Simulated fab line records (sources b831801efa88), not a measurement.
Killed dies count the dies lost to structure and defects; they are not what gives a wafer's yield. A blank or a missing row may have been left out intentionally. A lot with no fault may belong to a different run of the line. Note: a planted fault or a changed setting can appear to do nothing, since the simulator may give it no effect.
Matching of chambers ; flow gf180mcu ; 4 sister chambers for GF_V2_CMP_04 on cmp-01
The step polishes SiO2. 18 wafers are shown with their chamber, then 9 later ones without.

WAFERS, EACH WITH ITS CHAMBER
wafer;chamber;motor current A (A);time to endpoint s (s)
L921.2;0;11.3;81
L921.5;1;12.7;91
L921.6;2;12.2;84
L922.1;3;11.8;80
L922.3;0;10.6;78
L922.4;1;12.6;86
L924.1;1;13.8;81
L924.3;3;11.8;67
L924.6;2;11.2;79
L925.1;2;12.2;83
L925.2;1;13.7;82
L925.5;0;11.6;89
L926.2;1;13.3;77
L926.4;2;12.2;84
L926.6;0;11.6;91
L927.2;0;11.2;77
L927.4;2;11.9;83
L927.6;3;13.0;79

SIGNATURES, as means of the wafers listed above
reading;chamber 0;chamber 1;chamber 2;chamber 3;scatter within a chamber
motor current A;11.260;13.220;11.940;12.200;0.508
time to endpoint s;83.20;83.40;82.60;75.33;5.34
Rule: distance of a wafer from a chamber = root of the sum over the readings of ((wafer's reading minus chamber's mean) / reading's scatter) squared. If the next closest chamber is less than 2 further off than the closest, the wafer can't be placed; otherwise it belongs to the closest. How the scatter is found: for the shown wafers, subtract from each reading the mean of its chamber, square and add these, divide the total by (wafers less chambers), then take the root.

WAFERS WHOSE CHAMBER IS MISSING
wafer;motor current A (A);time to endpoint s (s)
L928.2;12.9;70
L928.5;12.0;81
L928.6;13.4;82
L941.2;11.7;88
L941.3;12.2;83
L941.5;13.2;92
L942.2;10.6;76
L942.5;11.0;76
L942.6;11.7;79

EACH ONE'S CHAMBER
wafer;from the rows above;in truth
L928.2;can't be placed: 3 or 1 or 2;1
L928.5;can't be placed: 2 or 3 or 0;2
L928.6;1;1
L941.2;can't be placed: 2 or 0 or 3 or 1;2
L941.3;can't be placed: 2 or 3 or 0 or 1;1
L941.5;can't be placed: 1 or 2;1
L942.2;can't be placed: 0 or 2 or 3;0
L942.5;can't be placed: 0 or 2 or 3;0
L942.6;can't be placed: 2 or 0 or 3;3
Placed correctly: 1 of 9. Unplaceable from these rows: 8, with the true chamber sitting among the candidates in 8. Wrongly placed: 0.
